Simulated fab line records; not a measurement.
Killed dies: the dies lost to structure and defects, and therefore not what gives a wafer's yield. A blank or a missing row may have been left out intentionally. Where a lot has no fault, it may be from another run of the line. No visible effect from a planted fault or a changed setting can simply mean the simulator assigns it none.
Which tool did it? -- flow sky130 -- 33 wafers from 11 lots sampled at 5 of the route's 708 steps

WHAT EACH GAUGE READ, for each wafer
SKY_SD_P_CD_MEAS_07: target cd 380 nm. Usual: cdNm 379.4 nm, standard deviation 2.8.
lot,measured,on,cdNm (nm),flag
L956,day 25 12:38,cdSem-02,382.6 382.6 381.6,
L957,day 26 06:59,cdSem-01,377.2 376.8 378.0,
L958,day 26 14:29,cdSem-01,383.4 380.5 380.6,
L959,day 26 15:56,cdSem-02,380.3 378.6 377.5,
L964,day 28 04:10,cdSem-01,386.8 387.9 384.1,
L967,day 29 04:25,cdSem-02,378.5 381.2 379.6,
L968,day 29 08:47,cdSem-02,380.8 380.7 379.7,
L971,day 30 08:28,cdSem-02,379.6 379.9 378.1,
L972,day 31 03:23,cdSem-02,377.4 378.3 377.4,
L973,day 31 06:59,cdSem-02,382.2 379.5 378.3,
L976,day 32 04:56,cdSem-01,379.6 382.1 382.0,

SKY_SD_N_TW_MEAS_12. Usual: SD_N_TW gives 3958 (standard deviation 28).
lot,measured,on,SD_N_TW,flag
L956,day 27 22:52,filmMetro-03,3941 3939 3933,
L957,day 28 17:15,filmMetro-03,3926 3912 3928,
L958,day 29 00:58,filmMetro-03,3959 3939 3925,
L959,day 29 02:34,filmMetro-02,3955 3951 3939,
L964,day 30 11:02,filmMetro-04,4000 3997 4020,
L967,day 31 12:46,filmMetro-02,3954 3963 3960,
L968,day 31 16:44,filmMetro-02,3990 3978 3983,
L971,day 32 16:02,filmMetro-02,3951 3932 3939,
L972,day 33 09:51,filmMetro-04,3995 4011 4017,
L973,day 33 13:03,filmMetro-03,3949 3951 3962,
L976,day 34 11:08,filmMetro-02,3946 3934 3932,

SKY_LI_CONTACT_THK_MEAS_01. Usual: LI_CONTACT_HDPCVD_THK gives 934 nm (standard deviation 10).
lot,measured,on,LI_CONTACT_HDPCVD_THK (nm),flag
L956,day 27 23:38,filmMetro-03,939 939 934,
L957,day 28 18:05,filmMetro-03,953 944 923,
L958,day 29 01:44,filmMetro-03,953 943 924,
L959,day 29 03:20,filmMetro-03,932 932 918,
L964,day 30 11:48,filmMetro-02,927 771 934,OFF
L967,day 31 13:32,filmMetro-04,759 776 924,OFF
L968,day 31 17:29,filmMetro-03,939 954 936,
L971,day 32 16:54,filmMetro-03,930 931 932,
L972,day 33 10:37,filmMetro-04,930 922 928,
L973,day 33 13:49,filmMetro-03,943 926 951,
L976,day 34 11:53,filmMetro-03,950 925 928,

WHICH TOOL RAN EACH LOT (tool, then ch and the chambers of the sampled wafers, then the start)
lot,SKY_POLY_CUT_ETCH_10,SKY_LI_CONTACT_HDPCVD_00
L956,"rieDiel-04 ch 1,2,3, day 24 07:36","hdpcvd-01 ch 0,1, day 27 23:32"
L957,"rieDiel-02 ch 1,2,3, day 25 01:30","hdpcvd-01 ch 1,2, day 28 17:57"
L958,"rieDiel-01 ch 0,1,2, day 25 10:08","hdpcvd-01 ch 1,2, day 29 01:37"
L959,"rieDiel-04 ch 0,1,3, day 25 11:42","hdpcvd-01 ch 0,1, day 29 03:13"
L964,"rieDiel-04 ch 1,3, day 27 00:09","hdpcvd-02 ch 1,2, day 30 11:41"
L967,"rieDiel-01 ch 1,3, day 28 00:27","hdpcvd-02 ch 1,2, day 31 13:25"
L968,"rieDiel-04 ch 1,2,3, day 28 05:05","hdpcvd-01 ch 0,1, day 31 17:23"
L971,"rieDiel-01 ch 0,3, day 29 04:57","hdpcvd-01 ch 0,2, day 32 16:47"
L972,"rieDiel-04 ch 0,3, day 29 23:30","hdpcvd-01 ch 0,1,2, day 33 10:29"
L973,"rieDiel-02 ch 2,3, day 30 04:11","hdpcvd-01 ch 1,2, day 33 13:41"
L976,"rieDiel-04 ch 0,2,3, day 31 01:32","hdpcvd-01 ch 0,1, day 34 11:47"
- SKY_POLY_CUT_ETCH_10: etches BARC in N2/H2, stops on SiO2, time 45.9 s, target depth 60 nm.
- SKY_LI_CONTACT_HDPCVD_00: deposits PSG, target thk 930 nm, time 155 s.

AS READ BY THE TOOLS THEMSELVES (means over the sampled wafers that have a number; for cases with no such wafer, the mark the record gives instead)
SKY_POLY_CUT_ETCH_10. Usual: chamberPressureMTorr 30.001 mTorr, standard deviation 0.027; drypumpMotorCurrentA 5.7 A, standard deviation 0.61; oesProductAu 0.855 a.u., standard deviation 0.0045; throttleValvePct 13.224 %, standard deviation 0.0093.
lot,tool,chamberPressureMTorr (mTorr),drypumpMotorCurrentA (A),oesProductAu (a.u.),throttleValvePct (%),flag
L956,rieDiel-04,30.021,5.3,0.853,13.217,
L957,rieDiel-02,29.982,5.6,0.857,13.232,
L958,rieDiel-01,30.018,5.9,0.858,13.218,
L959,rieDiel-04,29.993,5.7,0.854,13.233,
L964,rieDiel-04,30.030,5.1,0.856,13.215,
L967,rieDiel-01,29.994,5.5,0.853,13.220,
L968,rieDiel-04,29.984,5.3,0.858,13.225,
L971,rieDiel-01,30.005,5.7,0.857,13.215,
L972,rieDiel-04,30.001,6.2,0.857,13.227,
L973,rieDiel-02,30.007,6.0,0.854,13.225,
L976,rieDiel-04,29.994,5.8,0.853,13.224,

SKY_LI_CONTACT_HDPCVD_00. Usual: pressureMtorr 6.001 mTorr, standard deviation 0.013.
lot,tool,pressureMtorr (mTorr),flag
L956,hdpcvd-01,5.997,
L957,hdpcvd-01,6.012,
L958,hdpcvd-01,6.023,
L959,hdpcvd-01,6.013,
L964,hdpcvd-02,6.006,
L967,hdpcvd-02,6.009,
L968,hdpcvd-01,5.986,
L971,hdpcvd-01,6.005,
L972,hdpcvd-01,5.996,
L973,hdpcvd-01,6.003,
L976,hdpcvd-01,6.003,

THE ANSWER, worked out from the rows above alone
Rule: a lot counts as off when the mean over its wafers that have a number is more than 3 standard deviations away from the usual mean. A lot without any number at a reading at which 4 lots or more have one is off too. Any other lot the step has rows for is counted as sound. Order of review: gauges by route order, followed by the tools' own readings, for which a lot's mean as printed above is used. The first step at which some lot is off is used, and at that step the reading that is off furthest; a lot without a number counts as furthest.
Off: at SKY_LI_CONTACT_THK_MEAS_01 (LI_CONTACT_HDPCVD_THK), L964, L967.
A tool fits if, at a process step before that reading, it ran every lot that is off, and no sound lot after the first of them. Those tools and the gauges at SKY_LI_CONTACT_THK_MEAS_01 are tried in the same way. One fits: SKY_LI_CONTACT_HDPCVD_00 on hdpcvd-02. It ran no sound lot before its first lot that is off in this sample, so the start can't be narrowed down.

WHAT WAS PUT IN BY THE SIMULATOR
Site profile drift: hdpcvd-02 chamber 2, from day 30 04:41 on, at SKY_LI_CONTACT_HDPCVD_00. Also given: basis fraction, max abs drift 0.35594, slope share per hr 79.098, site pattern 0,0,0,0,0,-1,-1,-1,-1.
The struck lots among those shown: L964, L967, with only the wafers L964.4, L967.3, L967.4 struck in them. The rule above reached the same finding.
